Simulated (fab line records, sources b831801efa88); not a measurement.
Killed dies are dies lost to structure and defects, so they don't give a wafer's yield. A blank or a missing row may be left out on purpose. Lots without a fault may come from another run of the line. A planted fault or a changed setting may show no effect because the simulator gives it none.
Which tool did it? | flow sky130 | 13 lots, 39 wafers sampled, at 5 steps of a route of 708

WHAT THE GAUGES READ, wafer by wafer
SKY_DNWELL_TW_MEAS_09. Usual: DNWELL_TW 1104, standard deviation 7.9.
lot  | measured    | on            | DNWELL_TW      | flag
L672 | day 3 01:43 | film_metro-01 | 1097 1097 1097 |
L673 | day 3 11:15 | film_metro-01 | 1096 1098 1092 |
L675 | day 3 19:30 | film_metro-03 | 1115 1116 1117 |
L676 | day 4 03:41 | film_metro-01 | 1095 1093 1094 |
L677 | day 4 09:11 | film_metro-01 | 29 29 30       | OFF
L678 | day 4 14:36 | film_metro-01 | 1092 1090 1092 |
L679 | day 4 19:49 | film_metro-02 | 1101 1100 1101 |
L683 | day 5 16:02 | film_metro-01 | 1103 1102 1104 |
L686 | day 6 06:58 | film_metro-02 | 1104 1110 1102 |
L689 | day 7 03:41 | film_metro-03 | 1105 1105 1103 |
L692 | day 7 16:50 | film_metro-03 | 1112 1109 1116 |
L694 | day 8 02:14 | film_metro-01 | 1106 1105 1106 |
L695 | day 8 18:47 | film_metro-03 | 1117 1113 1115 |

SKY_PWDE_TW_MEAS_10. Usual: PWDE_TW 368.5, standard deviation 2.4.
lot  | measured    | on            | PWDE_TW              | flag
L672 | day 3 17:44 | film_metro-01 | 366.4 364.9 367.2    |
L673 | day 4 04:02 | film_metro-03 | 366.4 367.5 367.5    |
L675 | day 4 12:26 | film_metro-03 | 368.1 367.1 371.2    |
L676 | day 4 21:08 | film_metro-02 | 367.7 368.4 367.9    |
L677 | day 5 03:11 | film_metro-02 | 1119.9 1121.5 1111.3 | OFF
L678 | day 5 08:08 | film_metro-01 | 367.8 365.7 365.8    |
L679 | day 5 13:36 | film_metro-03 | 367.8 367.2 368.4    |
L683 | day 6 10:14 | film_metro-03 | 369.6 370.7 367.2    |
L686 | day 7 02:02 | film_metro-02 | 373.9 371.5 371.5    |
L689 | day 7 23:10 | film_metro-01 | 363.8 366.3 363.9    |
L692 | day 8 12:37 | film_metro-01 | 367.7 363.6 368.5    |
L694 | day 8 22:28 | film_metro-03 | 369.6 368.8 370.7    |
L695 | day 9 16:49 | film_metro-01 | 372.8 370.8 371.8    |

SKY_METAL1_THK_MEAS_06: measures by xrf. Usual: METAL1_ALCU_THK 248 nm, standard deviation 3.
lot  | measured     | on            | METAL1_ALCU_THK (nm) | flag
L672 | day 31 14:26 | film_metro-02 | 245 245 246          |
L673 | day 32 03:44 | film_metro-01 | 246 246 247          |
L675 | day 32 11:01 | film_metro-02 | 243 242 245          |
L676 | day 33 07:40 | film_metro-01 | 249 248 246          |
L677 | day 33 10:26 | film_metro-02 | 246 251 248          |
L678 | day 33 19:17 | film_metro-02 | 251 249 251          |
L679 | day 34 07:05 | film_metro-03 | 246 243 245          |
L683 | day 35 07:20 | film_metro-01 | 248 250 248          |
L686 | day 36 04:40 | film_metro-02 | 249 252 253          |
L689 | day 37 07:20 | film_metro-01 | 254 252 257          |
L692 | day 38 02:52 | film_metro-02 | 247 242 246          |
L694 | day 38 14:38 | film_metro-02 | 246 243 246          |
L695 | day 39 11:33 | film_metro-02 | 248 247 247          |

WHICH TOOL RAN EACH LOT (tool, then ch and the chambers of the sampled wafers, then the start)
lot  | SKY_DNWELL_EXPOSE_04               | SKY_LI_CONTACT_CVD_21
L672 | iline_stepper-01 ch 0, day 2 18:14 | cvd_w-01 ch 0, day 29 02:45
L673 | iline_stepper-02 ch 0, day 3 03:26 | cvd_w-02 ch 1, day 29 15:57
L675 | iline_stepper-02 ch 0, day 3 10:50 | cvd_w-01 ch 0,1, day 29 23:54
L676 | iline_stepper-02 ch 0, day 3 18:56 | cvd_w-01 ch 0,1, day 30 20:24
L677 | iline_stepper-02 ch 0, day 3 23:58 | cvd_w-01 ch 0,1, day 31 00:43
L678 | iline_stepper-01 ch 0, day 4 06:09 | cvd_w-02 ch 0,1, day 31 09:08
L679 | iline_stepper-01 ch 0, day 4 10:46 | cvd_w-02 ch 0,1, day 31 21:22
L683 | iline_stepper-02 ch 0, day 5 06:31 | cvd_w-01 ch 0,1, day 32 21:33
L686 | iline_stepper-01 ch 0, day 5 21:45 | cvd_w-02 ch 0,1, day 33 19:13
L689 | iline_stepper-01 ch 0, day 6 17:28 | cvd_w-02 ch 0,1, day 34 23:57
L692 | iline_stepper-02 ch 0, day 7 06:37 | cvd_w-02 ch 0,1, day 35 18:20
L694 | iline_stepper-02 ch 0, day 7 16:26 | cvd_w-01 ch 0, day 36 06:50
L695 | iline_stepper-02 ch 0, day 8 08:15 | cvd_w-02 ch 0,1, day 37 05:31
- SKY_DNWELL_EXPOSE_04: exposes mask DNM, target cd 3000 nm.
- SKY_LI_CONTACT_CVD_21: deposits W, target thk 400 nm, time 120.56 s.

WHAT THE TOOLS THEMSELVES READ (means of the sampled wafers that have a number; where no wafer has one, the mark that the record gives instead)
SKY_DNWELL_EXPOSE_04. Usual: exposure_dose_mJ_cm2 221.98, standard deviation 0.24.
lot  | tool             | exposure_dose_mJ_cm2 | flag
L672 | iline_stepper-01 | 222.08               |
L673 | iline_stepper-02 | 222.30               |
L675 | iline_stepper-02 | 221.86               |
L676 | iline_stepper-02 | 221.79               |
L677 | iline_stepper-02 | 221.86               |
L678 | iline_stepper-01 | 221.96               |
L679 | iline_stepper-01 | 222.05               |
L683 | iline_stepper-02 | 222.04               |
L686 | iline_stepper-01 | 222.22               |
L689 | iline_stepper-01 | 221.74               |
L692 | iline_stepper-02 | 222.05               |
L694 | iline_stepper-02 | 222.18               |
L695 | iline_stepper-02 | 221.86               |

SKY_LI_CONTACT_CVD_21. Usual: heater_power_w 890 W, standard deviation 54.
lot  | tool     | heater_power_w (W) | flag
L672 | cvd_w-01 | 934                |
L673 | cvd_w-02 | 910                |
L675 | cvd_w-01 | 866                |
L676 | cvd_w-01 | 903                |
L677 | cvd_w-01 | 916                |
L678 | cvd_w-02 | 870                |
L679 | cvd_w-02 | 885                |
L683 | cvd_w-01 | 911                |
L686 | cvd_w-02 | 871                |
L689 | cvd_w-02 | 871                |
L692 | cvd_w-02 | 875                |
L694 | cvd_w-01 | 965                |
L695 | cvd_w-02 | 891                |

THE ANSWER, worked out from the rows above alone
Rule: a lot is off if the mean of its wafers that have a number lies more than 3 standard deviations from the usual mean. A lot without any number at a reading at which 4 lots or more have one is off too. The other lots that the step has rows for count as sound. The gauges are gone through in route order, then the tools' own readings, and for those a lot's mean is taken as printed above. The first step at which some lot is off is used, and at that step the reading that is off furthest; a lot without a number counts as furthest.
Off: L677, at SKY_DNWELL_TW_MEAS_09 (DNWELL_TW).
A tool fits if, at a process step before that reading, it ran every lot that is off, and no sound lot after the first of them. The gauges at SKY_DNWELL_TW_MEAS_09 aren't tried: what is off there is off at SKY_PWDE_TW_MEAS_10 too, on other tools, and a gauge's error can't cause that. None of those tried fits.

WHAT THE SIMULATOR HAD PUT IN
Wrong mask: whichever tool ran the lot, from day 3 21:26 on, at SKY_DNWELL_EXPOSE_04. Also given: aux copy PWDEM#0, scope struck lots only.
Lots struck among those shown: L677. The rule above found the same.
